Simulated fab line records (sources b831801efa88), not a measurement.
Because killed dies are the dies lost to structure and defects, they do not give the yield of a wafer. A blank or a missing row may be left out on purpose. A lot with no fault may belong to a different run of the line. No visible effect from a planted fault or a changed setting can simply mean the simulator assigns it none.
Which of the tools did it? | flow sky130 | 6 lots with 18 wafers sampled at 4 steps, on a route of 708 steps

## WHAT EACH GAUGE READ, for each wafer
SKY_VIA2_THK_MEAS_01.
lot  | measured     | on            | VIA2_HDPCVD_THK (nm)
L895 | day 35 15:25 | film_metro-04 | 1161 1182 1163
L901 | day 37 14:16 | film_metro-03 | 1185 1199 1562
L909 | day 40 13:03 | film_metro-04 | 1168 1153 1147
L911 | day 40 20:57 | film_metro-01 | 1170 1184 1167
L913 | day 41 11:07 | film_metro-03 | 1164 1177 1164
L914 | day 42 08:36 | film_metro-04 | 1177 1163 1160

## TOOL THAT RAN EACH LOT (tool first, then ch and the chambers of the sampled wafers, then the start)
lot  | SKY_METAL2_SPUTTER_00        | SKY_METAL2_SPUTTER_04        | SKY_VIA2_HDPCVD_00
L895 | pvd_sputter-02, day 34 11:53 | pvd_sputter-02, day 34 11:58 | hdpcvd-02 ch 1,2, day 35 15:16
L901 | pvd_sputter-02, day 36 10:47 | pvd_sputter-02, day 36 10:52 | hdpcvd-01 ch 1,2, day 37 14:08
L909 | pvd_sputter-01, day 39 11:20 | pvd_sputter-01, day 39 11:25 | hdpcvd-01 ch 0,2, day 40 12:55
L911 | pvd_sputter-01, day 39 18:50 | pvd_sputter-01, day 39 18:56 | hdpcvd-02 ch 1,2, day 40 20:50
L913 | pvd_sputter-02, day 40 09:34 | pvd_sputter-02, day 40 09:39 | hdpcvd-02 ch 1,2, day 41 10:59
L914 | pvd_sputter-04, day 41 07:49 | pvd_sputter-04, day 41 07:55 | hdpcvd-01 ch 0,1,2, day 42 08:29
- SKY_METAL2_SPUTTER_00: material Ti, target thk 15 nm, time 10 s.
- SKY_METAL2_SPUTTER_04: material TiN, target thk 70 nm, time 58.3 s.
- SKY_VIA2_HDPCVD_00: deposits SiO2, target thk 1180 nm, time 196.7 s.

## THE ANSWER, worked out from the rows above alone
Rule: the lots themselves supply what counts as usual. Put in order of their means at a reading, lots are off if they are a third of the lots or fewer, leave a main group of 4 or more, and stand apart from it by a gap of 3 or more times the standard deviation of the main group's means; of several such gaps the widest counts. A main group whose means are all the same, to the digits that the tables above print for the reading, isn't used. A lot without any number at a reading at which 4 lots or more have one is off too. The other lots that the step has rows for count as sound.
Off: L901, seen at SKY_VIA2_THK_MEAS_01 (VIA2_HDPCVD_THK). The main group has a mean of 1167 nm with a standard deviation of 5.8.
If a tool, at a process step before that reading, ran all the lots that are off and no sound lot after the first of them, it fits. The gauges at SKY_VIA2_THK_MEAS_01 are tried like those tools. Not one of the candidates tried fits.

## WHAT WAS PUT IN BY THE SIMULATOR
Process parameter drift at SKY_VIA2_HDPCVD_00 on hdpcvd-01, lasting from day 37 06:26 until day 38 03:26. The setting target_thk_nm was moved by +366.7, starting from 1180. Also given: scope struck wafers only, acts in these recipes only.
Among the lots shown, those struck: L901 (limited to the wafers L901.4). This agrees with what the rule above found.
